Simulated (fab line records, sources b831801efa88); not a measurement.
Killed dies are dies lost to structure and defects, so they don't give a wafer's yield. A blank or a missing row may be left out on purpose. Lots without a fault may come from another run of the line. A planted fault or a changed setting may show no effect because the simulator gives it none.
Split-lot experiment | flow gf180mcu | 5 lots, 23 wafers read, on a route of 602 steps

THE SPLIT
At GF_M1_EXPOSE_11 (exposes mask Metal1, target cd 230 nm), the setting dose_mj was moved away from the recipe's 28 on 4 of the 23 wafers read, by -7.2% to -4.5%. The other wafers ran this setting at the recipe's value.

FROM THE SPLIT TO THE READING: what the file shows between them, 2 steps
- GF_M1_PEB_12: peb time 90 s
- GF_M1_DEVELOP_13: develop time 60 s

THE READING
cd_nm, in nm, at GF_M1_CD_MEAS_14 (target cd 230 nm). Fault-free wafers of this fab line usually give 229.6 nm, standard deviation 1.2 nm.

wafer  | tool, chamber at the split | dose_mj as run | against the recipe | cd_nm, nm | against lot-mates on the recipe
L074.2 | krf_scanner-02, 0          | 28             | recipe             | 227.7     | -
L074.3 | krf_scanner-02, 0          | 28             | recipe             | 228.6     | -
L074.4 | krf_scanner-02, 0          | 28             | recipe             | 228.8     | -
L074.5 | krf_scanner-02, 0          | 28             | recipe             | 228.1     | -
L074.6 | krf_scanner-02, 0          | 28             | recipe             | 228.2     | -
L075.1 | krf_scanner-02, 0          | 28             | recipe             | 229.9     | -
L075.2 | krf_scanner-02, 0          | 28             | recipe             | 230.3     | -
L075.3 | krf_scanner-02, 0          | 28             | recipe             | 228.5     | -
L075.4 | krf_scanner-02, 0          | 28             | recipe             | 230.3     | -
L075.5 | krf_scanner-02, 0          | 28             | recipe             | 228.9     | -
L076.2 | krf_scanner-02, 0          | 28             | recipe             | 230.3     | -
L076.5 | krf_scanner-02, 0          | 28             | recipe             | 231.1     | -
L076.6 | krf_scanner-02, 0          | 28             | recipe             | 231.2     | -
L080.1 | krf_scanner-01, 0          | 28             | recipe             | 229.6     | -
L080.2 | krf_scanner-01, 0          | 28             | recipe             | 231.0     | -
L080.3 | krf_scanner-01, 0          | 28             | recipe             | 230.7     | -
L080.4 | krf_scanner-01, 0          | 26.75          | -4.5%              | 238.0     | +7.6
L080.5 | krf_scanner-01, 0          | 26.75          | -4.5%              | 237.5     | +7.1
L085.1 | krf_scanner-01, 0          | 25.99          | -7.2%              | 241.3     | +10.6
L085.2 | krf_scanner-01, 0          | 28             | recipe             | 231.4     | -
L085.4 | krf_scanner-01, 0          | 28             | recipe             | 230.3     | -
L085.5 | krf_scanner-01, 0          | 28             | recipe             | 230.4     | -
L085.6 | krf_scanner-01, 0          | 25.99          | -7.2%              | 242.5     | +11.8

THE FIT
A straight line over all 23 wafers: cd_nm changes by -1.72 nm for each +1% of dose_mj; r = -0.97; the points scatter about the line by 1.1 nm.
The same after taking each lot's own level away (the mean of its wafers on the recipe; 23 wafers): -1.58 nm for each +1%; r = -0.99; scatter 0.57 nm.
On that fit, the largest move of dose_mj shifts the reading by 11 nm.
The lots' own levels span 228.28 to 230.87 nm, that is 2.2 times the standard deviation above.
So the lot-to-lot level changes the slope little: the two slopes agree.
Check: with one of the wafers moved furthest among these (-7.2%) left out of the fit, the line predicts +11.8 nm for it against its lot-mates. It came out at +10.6 nm against them.

OTHER SPLITS ON THESE WAFERS
These wafers also went through other splits before the reading. Each is held against what the fit with the lots' levels taken away leaves over:
other split on the same wafers   | wafers away from the commonest value | r with cd_nm (lot level and that fit taken away)
GF_PSD_COAT_02 resist_thk_nm     | 4                                    | -0.05
GF_PSD_STRIP_10 o2_flow_sccm     | 8                                    | +0.12
GF_SAB_SOFTBAKE_05 temp_c        | 9                                    | -0.46
GF_SAB_DEVELOP_08 develop_time_s | 3                                    | +0.07
GF_CONTACT_CVD_00 sih4_flow_sccm | 8                                    | +0.11
GF_M1_SPUTTER_00 power_w         | 7                                    | -0.03

THE FILE'S OWN FIT
cd_nm changes by -1.59 nm for each +1% of dose_mj, r = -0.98.
